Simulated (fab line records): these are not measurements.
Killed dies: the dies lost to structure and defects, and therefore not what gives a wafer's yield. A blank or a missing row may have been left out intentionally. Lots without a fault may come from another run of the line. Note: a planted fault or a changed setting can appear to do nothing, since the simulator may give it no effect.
A struck lot beside a sound one / flow sky130 / 14 steps out of a route of 708
Sound: wafers L477.1, L477.3, L477.5. Wafers struck: L483.1, L483.2, L483.3. Last of all comes the cause.
Order at every step that has rows: each side's tool, ch and its chambers, its first start. Under that, the readings that differ: sound wafers / struck wafers / difference of the means / sigmas: that difference in standard deviations of wafers without a fault.
alike: same words and numbers on both sides, and readings whose means sit less than 2 such deviations apart. not compared: any withheld reading, any reading some wafer has no value for, any bound like >300 that may hide the same value, and any number with overlapping values for which the record gives no deviation.
The two part at a step that has a row with sigmas, a row that says differs or no value, or rows on one side only. Numbers that don't overlap but have no deviation are shown without sigmas and don't part them. A reading missing from all wafers of one side parts the sides only when that side holds two or more wafers.

first, 4 steps without rows for these wafers: SKY_VT_ADJUST_LVTN_SOFTBAKE_14 (time 60 s); SKY_VT_ADJUST_LVTN_EXPOSE_15 (exposes mask HVN STD DERIVED, target cd 600 nm); SKY_VT_ADJUST_LVTN_PEB_16; SKY_VT_ADJUST_LVTN_DEVELOP_17 (develop time 60 s).
SKY_VT_ADJUST_LVTN_OVL_MEAS_18:
  sound on overlay-01 at day 8 11:22; struck on overlay-02 at day 10 05:55
  alike: VT_ADJUST_LVTN_01_OVL
following that, these wafers have no rows for 1 step: SKY_VT_ADJUST_LVTN_IMPLANT_19.
SKY_VT_ADJUST_LVTN_STRIP_20: strips in O2/N2.
  sound on plasmaAsher-04 ch 0,1, day 8 11:33; struck on plasmaAsher-04 ch 0,1, day 10 06:06
  alike: drypumpMotorCurrentA, oesProductAu, stripTimeToEndpointS
  not compared: rfHoursCounterH
SKY_VT_ADJUST_LVTN_TW_MEAS_21:
  sound on filmMetro-03 at day 8 11:39; struck on filmMetro-03 at day 10 06:12
  alike: VT_ADJUST_LVTN_2_TW
then, 4 steps without rows for these wafers: SKY_VT_ADJUST_NCORE_DEHYDRATE_00 (time 60 s); SKY_VT_ADJUST_NCORE_HMDS_01 (prime time 60 s); SKY_VT_ADJUST_NCORE_COAT_02 (resist thk 1140 nm); SKY_VT_ADJUST_NCORE_SOFTBAKE_03 (time 60 s).
SKY_VT_ADJUST_NCORE_EXPOSE_04: exposes mask LVTN COMPLEMENT THIN, target cd 380 nm.
  sound on ilineStepper-02 ch 0, day 8 22:05; struck on ilineStepper-01, day 10 17:47
  no value came back on the struck wafers for exposureDoseMJCm2, focusOffsetNm (nm), na; on the sound wafers exposureDoseMJCm2 reads 138.99 139.04 139.01
  alike: mask
following that, these wafers have no rows for 1 step: SKY_VT_ADJUST_NCORE_PEB_05.

## WHERE THEY PART
SKY_VT_ADJUST_NCORE_EXPOSE_04 only, going by this record.

WHY: the cause the simulator had injected
Beginning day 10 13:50, the whole step at SKY_VT_ADJUST_NCORE_EXPOSE_04 was skipped on ilineStepper-01. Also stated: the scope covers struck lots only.
